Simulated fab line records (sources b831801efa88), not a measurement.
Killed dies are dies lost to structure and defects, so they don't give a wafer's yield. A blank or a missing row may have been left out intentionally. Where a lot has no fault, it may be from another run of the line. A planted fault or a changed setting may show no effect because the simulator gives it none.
Code-filled problem report in 8D (eight disciplines) form    flow gf180mcu    the parts of the form that need people (team, actions taken, sign-off) are left out

## 1. THE ISSUE
Wafers without a fault read 900.01 C, standard deviation 0.078; tube_center_temp_C at GF_DUAL_GATE_OXIDATION_02 reads a mean of 895.16 C on 9 wafers belonging to 3 lots. That puts it -62 standard deviations away from the usual mean.
The step: stabilise 600 s, purge 300 s, target thk 10.887 nm.
Earliest sighting: wafer L820.3 on furnace-01 at day 11 01:31. At this step, 39 wafers from 13 lots have a number in the record. By rule, "out" or "out of limits" means more than 4 standard deviations away from the usual mean. The other wafers with a number count as sound.

## 2. WHAT IT IS, WHAT IT ISN'T
question                     is                                                                              is not
which readings at this step  tube_center_temp_C, spike_tc_lower_C, spike_tc_upper_C, tube_center_temp_C_max  zone_power_centre_pct
which lots                   L820, L821, L824                                                                L808, L809, L810, L812, L813, L814, L815, L816, L817, L822
which wafers of those lots   all that have a number                                                          -
read on which tools          furnace-01                                                                      furnace-02
when                         from day 11 01:31                                                               up to then (27 sound wafers); but 3 sound wafers of L822 came after

## 3. WHAT RULES OUT EACH SUSPECT
Counting: a tool stays on the suspect list if, at a process step up to the reading, it processed all lots that are out and no sound lot following the first of them.
- furnace-01 at GF_DUAL_GATE_OXIDATION_02 (stabilise 600 s, purge 300 s, target thk 10.887 nm): kept. Every lot that is out went through it, starting with L820 (day 11 01:31), and after that it ran no sound lot; the last sound lot it ran before then is L815 (day 9 12:02). Its own spike_tc_lower_C, spike_tc_upper_C, tube_center_temp_C, tube_center_temp_C_max readings are out on those wafers.
The count leaves furnace-01 at GF_DUAL_GATE_OXIDATION_02.

## 4. THE CAUSE (what the simulator had put in)
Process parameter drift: furnace-01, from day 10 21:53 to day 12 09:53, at GF_DUAL_GATE_OXIDATION_02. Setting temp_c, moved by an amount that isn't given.
Only this tool survived the counting.

## 5. SEQUENCE OF EFFECTS, ordered by route
Each row: a reading whose mean over the struck wafers that have a number lies more than 3 standard deviations from the usual. Readings are gone through only where the record gives a usual standard deviation; hours: the median, over the lots, of the time from a lot's start at the first step in this table giving one to that lot's start at this step; sigmas: the change measured in usual standard deviations.
hours  step                       reading                 usual     on struck wafers  change  sigmas
0      GF_DUAL_GATE_OXIDATION_02  spike_tc_lower_C        901.1 C   895.9             -5.2    -5.8
0      GF_DUAL_GATE_OXIDATION_02  spike_tc_upper_C        899.2 C   893.5             -5.7    -5.2
0      GF_DUAL_GATE_OXIDATION_02  tube_center_temp_C      900.01 C  895.16            -4.85   -62
0      GF_DUAL_GATE_OXIDATION_02  tube_center_temp_C_max  902.3     897.7             -4.6    -13
Its process steps:
- GF_DUAL_GATE_OXIDATION_02: stabilise 600 s, purge 300 s, target thk 10.887 nm.
Later steps that measure or inspect, where all struck wafers having a row at the step show a number for every such reading and not one has moved that far: GF_DUAL_GATE_THK_MEAS_03, GF_NSD_TW_MEAS_12.

## 6. WHAT WOULD HAVE CAUGHT IT SOONER
The fault began at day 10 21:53; the first out-of-limits reading in this record came at day 11 01:31, 4 hours later.
